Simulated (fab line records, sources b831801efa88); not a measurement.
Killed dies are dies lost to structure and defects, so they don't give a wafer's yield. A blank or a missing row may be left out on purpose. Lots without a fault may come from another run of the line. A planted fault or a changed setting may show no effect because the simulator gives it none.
A struck lot beside a sound one | flow sky130 | 17 steps out of a route of 708
Sound: wafers L216.1, L216.2, L216.4. Struck: wafers L231.2, L231.4, L231.5. The cause comes at the end.
At each step with rows: each side's tool, then ch and its chambers, then its first start. Under that, the readings that differ: sound wafers | struck wafers | difference of the means | sigmas: that difference in standard deviations of wafers without a fault.
alike: readings whose means differ by less than 2 such deviations, and words and numbers that are the same on both sides. not compared: withheld readings, readings that some wafer has no value for, bounds like >300 that may hide the same value, and numbers for which the record gives no deviation and whose values overlap.
The two part at a step that has a row with sigmas, a row that says differs or no value, or rows on one side only. Numbers that don't overlap but have no deviation are shown without sigmas and don't part them. A reading that every wafer of one side lacks parts them only if that side has two wafers or more.

first, 1 step without rows for these wafers: SKY_SD_P_DEVELOP_06 (develop time 60 s).
SKY_SD_P_CD_MEAS_07: target cd 380 nm.
  sound on cd_sem-01, day 26 16:01; struck on cd_sem-01, day 31 11:49
  reading    | sound             | struck            | difference | sigmas
  cd_nm (nm) | 373.5 374.2 375.3 | 379.3 380.9 382.5 | +6.6       | +2
SKY_SD_P_OVL_MEAS_08:
  sound on overlay-02, day 26 16:08; struck on overlay-02, day 31 11:55
  alike: SD_P_OVL
then, 1 step without rows for these wafers: SKY_SD_P_IMPLANT_09.
SKY_SD_P_STRIP_10: strips in O2/N2.
  sound on plasma_asher-04 ch 0,1, day 26 16:19; struck on plasma_asher-03 ch 1, day 31 12:06
  alike: chamber_pressure_mTorr, drypump_motor_current_A, oes_product_au, strip_time_to_endpoint_s
  not compared: rf_hours_counter_h
SKY_SD_P_TW_MEAS_11:
  sound on film_metro-02, day 26 16:25; struck on film_metro-03, day 31 12:13
  alike: SD_P_TW
then, 6 steps without rows for these wafers: SKY_RES_XHIGH_DEHYDRATE_00 (time 60 s); SKY_RES_XHIGH_HMDS_01 (prime time 60 s); SKY_RES_XHIGH_COAT_02 (resist thk 1140 nm); SKY_RES_XHIGH_SOFTBAKE_03 (time 60 s); SKY_RES_XHIGH_EXPOSE_04 (exposes mask URPM, target cd 1270 nm); SKY_RES_XHIGH_PEB_05.
SKY_RES_XHIGH_DEVELOP_06: develop time 60 s.
  sound on litho_track-02 ch 0, day 27 20:43; struck on litho_track-02, day 32 14:57
  no value came back on the struck wafers for chill_plate_temp_C (C), develop_time_s (s); on the sound wafers chill_plate_temp_C (C) reads 23.08 22.95 23.01
then, 1 step without rows for these wafers: SKY_RES_XHIGH_IMPLANT_07.
SKY_RES_XHIGH_STRIP_08: strips in O2/N2.
  sound on plasma_asher-01 ch 0,1, day 27 21:01; struck on plasma_asher-03 ch 1, day 32 15:13
  alike: chamber_pressure_mTorr, drypump_motor_current_A, oes_product_au, strip_time_to_endpoint_s
  not compared: rf_hours_counter_h
SKY_RES_XHIGH_TW_MEAS_09:
  sound on film_metro-03, day 27 21:07; struck on film_metro-04, day 32 15:20
  reading      | sound          | struck   | difference | sigmas
  RES_XHIGH_TW | 1641 1643 1644 | 31 31 31 | -1612      | -67
then, 1 step without rows for these wafers: SKY_SD_N_DEHYDRATE_00 (time 60 s).

WHERE THEY PART
First at SKY_SD_P_CD_MEAS_07; last, within this record, at SKY_RES_XHIGH_TW_MEAS_09.

WHY: what the simulator had put in
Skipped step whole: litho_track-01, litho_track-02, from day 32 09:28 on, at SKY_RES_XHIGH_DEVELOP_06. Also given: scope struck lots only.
